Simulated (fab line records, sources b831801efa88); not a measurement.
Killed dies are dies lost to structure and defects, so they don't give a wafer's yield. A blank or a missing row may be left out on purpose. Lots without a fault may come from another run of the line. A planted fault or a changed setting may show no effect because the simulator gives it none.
Which tool did it? | flow sky130 | 12 lots, 36 wafers sampled, at 1 step of a route of 708

WHAT THE GAUGES READ, wafer by wafer
SKY_VIA2_CD_MEAS_12: target cd 200 nm.
lot  | measured     | on        | cd_nm (nm)
L075 | day 37 10:57 | cd_sem-02 | 197.9 199.0 199.3
L077 | day 37 22:38 | cd_sem-01 | 199.5 198.2 198.6
L079 | day 38 04:34 | cd_sem-02 | 200.3 202.0 201.9
L081 | day 38 19:40 | cd_sem-01 | 199.4 200.6 200.0
L083 | day 39 11:41 | cd_sem-01 | 200.9 201.2 201.3
L085 | day 39 21:47 | cd_sem-02 | 200.8 199.6 200.5
L088 | day 40 17:20 | cd_sem-01 | 197.4 196.7 197.9
L089 | day 41 01:40 | cd_sem-01 | 201.2 200.0 200.4
L090 | day 41 12:23 | cd_sem-02 | 200.6 201.4 199.9
L093 | day 42 04:28 | cd_sem-01 | 201.2 200.5 199.6
L095 | day 42 21:46 | cd_sem-02 | 199.8 199.7 200.8
L097 | day 43 04:08 | cd_sem-01 | 201.0 199.8 201.2

WHICH TOOL RAN EACH LOT (tool, then ch and the chambers of the sampled wafers, then the start)
The record holds no process step before these readings.

THE ANSWER, worked out from the rows above alone
Rule: what is usual is taken from the lots themselves. Put in order of their means at a reading, lots are off if they are a third of the lots or fewer, leave a main group of 4 or more, and stand apart from it by a gap of 3 or more times the standard deviation of the main group's means; of several such gaps the widest counts. A main group whose means are all the same, to the digits that the tables above print for the reading, isn't used. A lot without any number at a reading at which 4 lots or more have one is off too. The other lots that the step has rows for count as sound.
No lot is off at any reading shown: from this, nothing can be told.

WHAT THE SIMULATOR HAD PUT IN
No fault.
